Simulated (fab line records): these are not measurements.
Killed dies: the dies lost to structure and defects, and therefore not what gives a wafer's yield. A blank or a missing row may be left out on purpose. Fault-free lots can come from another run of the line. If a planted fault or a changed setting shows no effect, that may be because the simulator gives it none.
fab line records    flow sfq-line
record lots=14  wafers=41  last-day=87
route steps=325 shown I0@54 M3@119 M6@252
lots that met no fault: from a run of the same line without faults
start-h: hours from the record's opening day to when the first of the lot's shown wafers began    wait-h: how many hours have passed since the lot's step before this one    " unchanged from the row above    L1.1+2: one row covering several wafers at once    - value missing, or start not given    * or withheld: withheld    < > ~ a bound
route shown NAME@n: names a module that has steps shown in the file, with the first one's number in the route    usual: mean/standard deviation taken from wafers without a fault    same: alike in all rows    chamber/n: place in a boat    sites: per-site readings    _std_site: the values' standard deviation    _edge_site: outer sites' mean less inner sites'    radius-mm: how far each site lies from the wafer's centre    mask NAME#n: copy n    behind: the last tool/chamber to shape the wafer    hold: why the lot went on hold/how many hours it stayed there/how the hold came to an end    device: whichever transistor did not switch (one of n, p or np)    end of line: the route-end tests of the same wafers    a step without rows: its recipe alone    killed: count of dies lost to structure and defects at first sort (not the wafer's yield)    map: a wafer's dies, x killed, . not, _ none there
set.NAME: setting as actually run; set.NAME@STEP: the setting as run at that earlier step    model.NAME: the simulator's own value behind a step, which no gauge read
one table for each step of the route and one row for each wafer, over a sample of lots
services: when a tool's chamber went out of use (start-h, in hours from the record's first day, below 0 if earlier), for how many hours, and the reason
## steps
# step SFQ_TRILAYER_I0_VIA_BARC_OPEN_VIA_ETCH_046
# recipe mask-material=PR  chemistry=O2  target-depth-nm=125  target=BARC  source-w=500  bias-w=80  pressure-mtorr=30  time-s=41.7
# usual drypump-motor-current-A=5.8/0.4  oes-product-au=0.685/0.0042
# same time-s=41.7
lot.wafer  tool         chamber  start-h  wait-h  drypump-motor-current-A  oes-product-au  rf-hours-counter-h
L982.2     rie-diel-01  3        231.58   0.0     5.9                      0.683           143
L982.4     "            2        "        "       5.9                      0.683           41
L982.6     "            2        "        "       5.9                      0.690           -
L983.1     rie-diel-01  0        242.38   0.0     5.5                      0.677           66
L983.3     "            1        "        "       5.1                      0.686           2
L983.6     "            1        "        "       5.2                      0.680           -
L984.1     rie-diel-02  0        250.78   0.0     5.8                      0.684           44
L984.3     "            1        "        "       5.4                      0.684           92
L984.4     "            3        "        "       5.6                      0.685           89
L986.2     rie-diel-04  3        265.18   0.0     6.2                      0.681           10
L986.5     "            3        "        "       6.2                      0.689           -
L986.6     "            2        "        "       6.2                      0.693           -
L988.1     rie-diel-01  2        272.38   0.0     5.9                      0.674           42
L988.2     "            1        "        "       5.1                      0.688           3
L988.3     "            3        "        "       5.9                      0.681           0
L989.2     rie-diel-04  1        278.38   0.0     5.7                      0.686           138
L989.4     "            0        "        "       6.6                      0.694           1
L989.6     "            1        "        "       5.7                      0.687           -
L994.3     rie-diel-04  2        308.38   0.0     6.2                      0.687           10
L994.6     "            0        "        "       6.6                      0.679           -
L995.1     rie-diel-01  3        311.98   0.0     5.9                      0.687           1
L995.3     "            0        "        "       5.5                      0.683           67
L995.4     "            2        "        "       5.9                      0.685           42
L997.1     rie-diel-04  2        325.28   0.0     6.2                      0.683           11
L997.3     "            0        "        "       6.5                      0.691           3
L997.5     "            0        "        "       6.5                      0.682           -
L999.1     rie-diel-01  0        342.83   0.0     5.5                      0.688           68
L999.3     "            2        "        "       5.9                      0.682           43
L999.6     "            1        "        "       5.2                      0.681           -
L100.2     rie-diel-02  2        354.63   0.0     6.0                      0.688           22
L100.5     "            1        "        "       5.5                      0.682           -
L100.6     "            2        "        "       6.0                      0.680           -
L102.1     rie-diel-01  2        370.23   0.0     5.9                      0.686           43
L102.4     "            3        "        "       5.9                      0.683           -
L102.5     "            2        "        "       5.9                      0.690           -
L104.3     rie-diel-02  2        382.23   0.0     6.0                      0.684           22
L104.4     "            3        "        "       5.6                      0.687           91
L104.5     "            2        "        "       6.0                      0.681           -
L105.1     rie-diel-04  0        384.63   0.0     6.6                      0.684           3
L105.2     "            2        "        "       6.2                      0.681           12
L105.3     "            3        "        "       6.3                      0.680           13
# step SFQ_TRILAYER_I0_VIA_STRIP_STRIP_035
# recipe gas=O2  power-w=200  platen-temp-c=40  overash-fraction=0.65  chemistry=O2  pressure-mtorr=50
# usual drypump-motor-current-A=5.5/0.51  oes-product-au=0.996/0.0073
lot.wafer  tool          chamber  start-h  wait-h  drypump-motor-current-A  oes-product-au  rf-hours-counter-h
L982.2     rie-metal-02  1        231.73   -       5.7                      0.991           41
L982.4     "             0        "        "       5.5                      0.989           -
L982.6     "             0        "        "       5.5                      0.986           -
L983.1     rie-metal-03  0        242.53   -       5.1                      1.006           33
L983.3     "             1        "        "       6.4                      1.010           -
L983.6     "             0        "        "       5.1                      1.013           -
L984.1     rie-metal-04  1        250.93   -       5.5                      0.993           32
L984.3     "             0        "        "       4.9                      1.004           -
L984.4     "             1        "        "       5.5                      0.993           -
L986.2     rie-metal-03  0        265.33   -       5.1                      1.004           38
L986.5     "             1        "        "       6.4                      0.999           -
L986.6     "             0        "        "       5.1                      1.003           -
L988.1     rie-metal-03  0        272.53   -       5.1                      1.001           39
L988.2     "             1        "        "       6.4                      0.993           7
L988.3     "             0        "        "       5.1                      1.008           -
L989.2     rie-metal-04  0        278.53   -       4.9                      0.990           108
L989.4     "             1        "        "       5.5                      0.998           -
L989.6     "             0        "        "       4.9                      0.996           -
L994.3     rie-metal-04  0        308.73   -       4.9                      1.013           -
L994.6     "             1        "        "       5.5                      0.990           -
L995.1     rie-metal-03  1        312.13   -       6.4                      1.002           14
L995.3     "             1        "        "       6.4                      0.991           -
L995.4     "             0        "        "       5.1                      0.993           -
L997.1     rie-metal-04  1        325.43   -       5.4                      0.998           46
L997.3     "             0        "        "       4.9                      0.992           -
L997.5     "             0        "        "       4.9                      1.003           -
L999.1     rie-metal-03  1        342.98   -       6.4                      0.999           19
L999.3     "             1        "        "       6.4                      1.005           -
L999.6     "             0        "        "       5.1                      1.006           -
L100.2     rie-metal-04  1        354.78   -       5.5                      0.994           49
L100.5     "             1        "        "       5.5                      0.987           -
L100.6     "             0        "        "       4.9                      0.994           -
L102.1     rie-metal-03  1        370.38   -       6.4                      0.992           24
L102.4     "             0        "        "       5.1                      0.990           -
L102.5     "             0        "        "       5.1                      0.993           -
L104.3     rie-metal-02  1        382.58   -       5.7                      0.991           -
L104.4     "             0        "        "       5.5                      0.990           -
L104.5     "             0        "        "       5.5                      0.992           -
L105.1     rie-metal-02  0        384.78   -       5.5                      0.992           30
L105.2     "             1        "        "       5.7                      0.992           66
L105.3     "             0        "        "       5.5                      0.976           -
# step SFQ_TRILAYER_M3_DEP_SPUTTER_073
# recipe material=Nb  base-pressure-pa=1.33e-06  chamber-pressure-pa=0.1333  substrate-temp-c=20  resputter-cathode-voltage-v=400  target-thk-nm=200  power-w=2000  time-s=133.3
# usual throttle-valve-pct=29.8/1.2
lot.wafer  tool            chamber  start-h  wait-h  throttle-valve-pct
L982.2     pvd-sputter-06  -        541.83   0.0     30.8
L982.4     "               -        "        "       29.4
L982.6     "               -        "        "       29.2
L983.1     pvd-sputter-03  -        553.63   0.0     27.9
L983.3     "               -        "        "       31.7
L983.6     "               -        "        "       28.7
L984.1     pvd-sputter-03  -        565.63   0.0     27.7
L984.3     "               -        "        "       28.6
L984.4     "               -        "        "       31.8
L986.2     pvd-sputter-04  -        604.60   0.0     28.9
L986.5     "               -        "        "       29.5
L986.6     "               -        "        "       28.8
L988.1     pvd-sputter-06  -        609.38   0.0     31.5
L988.2     "               -        "        "       30.7
L988.3     "               -        "        "       29.0
L989.2     pvd-sputter-06  -        740.33   0.0     31.4
L989.4     "               -        "        "       29.1
L989.6     "               -        "        "       29.0
L994.3     pvd-sputter-06  -        751.13   0.0     30.7
L994.6     "               -        "        "       29.2
L995.1     pvd-sputter-04  -        754.93   0.0     28.8
L995.3     "               -        "        "       29.0
L995.4     "               -        "        "       29.5
L997.1     pvd-sputter-06  -        760.73   0.0     31.5
L997.3     "               -        "        "       29.1
L997.5     "               -        "        "       31.5
L999.1     pvd-sputter-03  -        763.13   0.0     27.9
L999.3     "               -        "        "       28.7
L999.6     "               -        "        "       27.7
L100.2     pvd-sputter-04  -        765.73   0.0     28.6
L100.5     "               -        "        "       30.2
L100.6     "               -        "        "       28.8
L102.1     pvd-sputter-04  -        769.33   0.0     28.9
L102.4     "               -        "        "       30.4
L102.5     "               -        "        "       30.5
L104.3     pvd-sputter-04  -        778.73   0.0     29.1
L104.4     "               -        "        "       30.6
L104.5     "               -        "        "       29.2
L105.1     pvd-sputter-03  -        781.15   0.0     27.7
L105.2     "               -        "        "       31.5
L105.3     "               -        "        "       30.0
# step SFQ_M3_RS_MEAS_919
# recipe thk-meas-gauge=four-point-probe  reads=Nb_of_TRILAYER_M3_DEP_SPUTTER_073
# usual M3_NB_RS=0.892/0.011
lot.wafer  tool           chamber  start-h  wait-h  M3_NB_RS[ohm/sq]
L982.2     film-metro-03  -        541.94   0.1     0.889
L982.4     "              -        "        "       0.901
L982.6     "              -        "        "       0.903
L983.1     film-metro-02  -        553.72   0.0     0.884
L983.3     "              -        "        "       0.877
L983.6     "              -        "        "       0.880
L984.1     film-metro-03  -        565.72   0.0     0.871
L984.3     "              -        "        "       0.875
L984.4     "              -        "        "       0.869
L986.2     film-metro-02  -        604.71   0.1     0.901
L986.5     "              -        "        "       0.908
L986.6     "              -        "        "       0.901
L988.1     film-metro-03  -        609.48   0.0     0.873
L988.2     "              -        "        "       0.874
L988.3     "              -        "        "       0.880
L989.2     film-metro-03  -        740.44   0.1     0.889
L989.4     "              -        "        "       0.896
L989.6     "              -        "        "       0.894
L994.3     film-metro-02  -        751.26   0.1     1.136
L994.6     "              -        "        "       0.900
L995.1     film-metro-02  -        755.02   0.0     0.899
L995.3     "              -        "        "       0.902
L995.4     "              -        "        "       0.904
L997.1     film-metro-03  -        760.82   0.0     0.885
L997.3     "              -        "        "       1.128
L997.5     "              -        "        "       0.884
L999.1     film-metro-01  -        763.22   0.0     0.879
L999.3     "              -        "        "       0.887
L999.6     "              -        "        "       0.871
L100.2     film-metro-01  -        765.84   0.1     0.896
L100.5     "              -        "        "       0.901
L100.6     "              -        "        "       0.901
L102.1     film-metro-03  -        769.42   0.0     0.905
L102.4     "              -        "        "       0.895
L102.5     "              -        "        "       0.895
L104.3     film-metro-02  -        778.86   0.1     0.920
L104.4     "              -        "        "       0.904
L104.5     "              -        "        "       0.916
L105.1     film-metro-02  -        781.24   0.0     0.902
L105.2     "              -        "        "       0.900
L105.3     "              -        "        "       0.906
# step SFQ_TRILAYER_M3_ETCH_METAL_ETCH_078
# recipe target=Nb  stop-on=SiO2  mask-material=PR  chemistry=Cl2/Ar  target-depth-nm=240  icp-w=600  bias-w=80  pressure-mtorr=10  time-s=120
# usual drypump-motor-current-A=5.39/0.28  oes-product-au=0.893/0.0074
# same time-s=120
lot.wafer  tool          chamber  start-h  wait-h  drypump-motor-current-A  oes-product-au  rf-hours-counter-h
L982.2     rie-metal-02  1        555.13   0.0     5.68                     0.889           96
L982.4     "             1        "        "       5.70                     0.883           -
L982.6     "             1        "        "       5.71                     0.884           -
L983.1     rie-metal-02  0        562.33   0.0     5.47                     0.898           61
L983.3     "             1        "        "       5.67                     0.902           -
L983.6     "             0        "        "       5.50                     0.894           -
L984.1     rie-metal-02  1        570.73   0.0     5.67                     0.901           99
L984.3     "             0        "        "       5.47                     0.901           -
L984.4     "             1        "        "       5.68                     0.907           -
L986.2     rie-metal-02  1        612.81   0.0     5.63                     0.884           105
L986.5     "             1        "        "       5.67                     0.876           -
L986.6     "             0        "        "       5.48                     0.889           -
L988.1     rie-metal-02  0        627.59   0.0     5.48                     0.906           70
L988.2     "             1        "        "       5.68                     0.908           107
L988.3     "             1        "        "       5.66                     0.897           -
L989.2     rie-metal-04  1        887.74   0.0     5.47                     0.899           141
L989.4     "             1        "        "       5.46                     0.894           -
L989.6     "             0        "        "       4.86                     0.897           -
L994.3     rie-metal-01  1        899.78   0.1     5.38                     0.790           -
L994.6     "             1        "        "       5.40                     0.890           -
L995.1     rie-metal-04  1        902.14   0.0     5.44                     0.885           143
L995.3     "             0        "        "       4.90                     0.883           -
L995.4     "             1        "        "       5.45                     0.886           -
L997.1     rie-metal-04  0        909.34   0.0     4.86                     0.898           46
L997.3     "             0        "        "       4.83                     0.780           -
L997.5     "             0        "        "       4.87                     0.904           -
L999.1     rie-metal-02  0        912.94   0.0     5.47                     0.900           114
L999.3     "             0        "        "       5.49                     0.903           -
L999.6     "             0        "        "       5.47                     0.908           -
L100.2     rie-metal-02  0        916.54   0.0     5.47                     0.889           114
L100.5     "             0        "        "       5.45                     0.885           -
L100.6     "             1        "        "       5.69                     0.888           -
L102.1     rie-metal-04  1        921.34   0.0     5.46                     0.887           146
L102.4     "             0        "        "       4.90                     0.892           -
L102.5     "             1        "        "       5.48                     0.890           -
L104.3     rie-metal-04  1        928.58   0.1     5.47                     0.886           -
L104.4     "             0        "        "       4.86                     0.892           -
L104.5     "             0        "        "       4.86                     0.880           -
L105.1     rie-metal-04  0        930.94   0.0     4.87                     0.889           49
L105.2     "             1        "        "       5.48                     0.901           147
L105.3     "             0        "        "       4.90                     0.892           -
# step SFQ_TRILAYER_M6_DEP_SPUTTER_157
# recipe material=Nb  base-pressure-pa=1.33e-06  chamber-pressure-pa=0.1333  substrate-temp-c=20  target-thk-nm=200  power-w=2000  time-s=133.3
# usual throttle-valve-pct=29.6/1
# same time-s=133.3
lot.wafer  tool            chamber  start-h  wait-h  throttle-valve-pct
L982.2     pvd-sputter-03  -        1432.93  0.0     27.9
L982.4     "               -        "        "       28.8
L982.6     "               -        "        "       30.0
L983.1     pvd-sputter-04  -        1437.62  0.0     30.5
L983.3     "               -        "        "       29.2
L983.6     "               -        "        "       29.1
L984.1     pvd-sputter-03  -        1519.32  0.0     27.9
L984.3     "               -        "        "       31.6
L984.4     "               -        "        "       28.9
L986.2     pvd-sputter-03  -        1524.71  0.0     31.4
L986.5     "               -        "        "       30.4
L986.6     "               -        "        "       28.7
L988.1     pvd-sputter-03  -        1639.61  0.0     30.3
L988.2     "               -        "        "       29.0
L988.3     "               -        "        "       27.7
L989.2     pvd-sputter-06  -        1727.01  0.0     29.0
L989.4     "               -        "        "       29.3
L989.6     "               -        "        "       29.5
L994.3     pvd-sputter-04  -        1810.68  0.0     29.0
L994.6     "               -        "        "       30.3
L995.1     pvd-sputter-03  -        1813.08  0.0     31.8
L995.3     "               -        "        "       28.8
L995.4     "               -        "        "       27.7
L997.1     pvd-sputter-04  -        1815.48  0.0     28.9
L997.3     "               -        "        "       29.6
L997.5     "               -        "        "       28.8
L999.1     pvd-sputter-06  -        1822.68  0.0     29.3
L999.3     "               -        "        "       30.7
L999.6     "               -        "        "       29.5
L100.2     pvd-sputter-03  -        1826.28  0.0     30.5
L100.5     "               -        "        "       31.7
L100.6     "               -        "        "       30.5
L102.1     pvd-sputter-06  -        1835.88  0.0     29.0
L102.4     "               -        "        "       30.7
L102.5     "               -        "        "       30.7
L104.3     pvd-sputter-04  -        1840.68  0.0     29.4
L104.4     "               -        "        "       29.0
L104.5     "               -        "        "       29.2
L105.1     pvd-sputter-04  -        1843.08  0.0     29.3
L105.2     "               -        "        "       29.3
L105.3     "               -        "        "       29.1
## services
tool            chamber  start-h  hours  kind
rie-metal-04    -        234.97   1.4    pm
pvd-sputter-03  -        244.94   7.9    repair
rie-metal-04    -        246.62   0.6    repair
rie-metal-02    -        254.97   2.8    pm
rie-metal-02    1        332.00   11.1   repair
rie-metal-04    1        332.29   11.3   repair
rie-metal-02    0        345.60   3.7    repair
pvd-sputter-03  -        394.25   0.6    repair
rie-metal-04    -        504.65   2.8    pm
pvd-sputter-03  -        517.22   7.7    repair
pvd-sputter-03  -        589.62   2.4    repair
pvd-sputter-03  -        637.04   1.1    repair
rie-metal-04    1        646.70   8.3    repair
rie-metal-04    1        663.43   10.3   repair
pvd-sputter-03  -        871.66   2.2    repair
pvd-sputter-03  -        904.36   0.9    repair
pvd-sputter-03  -        915.71   7.4    repair
rie-metal-02    0        1104.73  6.1    repair
pvd-sputter-03  -        1241.43  3.4    repair
pvd-sputter-03  -        1258.96  3.4    repair
rie-metal-04    -        1263.83  28.1   pm
rie-metal-02    1        1300.91  8.0    repair
rie-metal-04    -        1467.17  14.6   pm
rie-metal-04    -        1604.65  2.8    pm
## key
first-sign step=SFQ_M3_RS_MEAS_919  reading=M3_NB_RS  direction=up  sigmas=23  usual=0.892  struck=1.132
effect step=SFQ_TRILAYER_M3_ETCH_METAL_ETCH_078  reading=oes-product-au  direction=down  sigmas=15  usual=0.893  struck=0.785
met-at SFQ_TRILAYER_M3_DEP_SPUTTER_073
struck-lots L994,L997
struck-wafers L994.3,L997.3
not-acting-at SFQ_TRILAYER_I0_VIA_BARC_OPEN_VIA_ETCH_046,SFQ_TRILAYER_I0_VIA_STRIP_STRIP_035,SFQ_TRILAYER_M6_DEP_SPUTTER_157
onset-between 740.33 751.13
fault kind=process-parameter-drift  tool=pvd-sputter-06  chamber=-  onset-h=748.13  steps=SFQ_TRILAYER_M3_DEP_SPUTTER_073  channel=target-thk-nm  offset=-42.92  shape=step  end-h=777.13  scope=struck-wafers-only  acts-in=these-recipes-only  stated=200
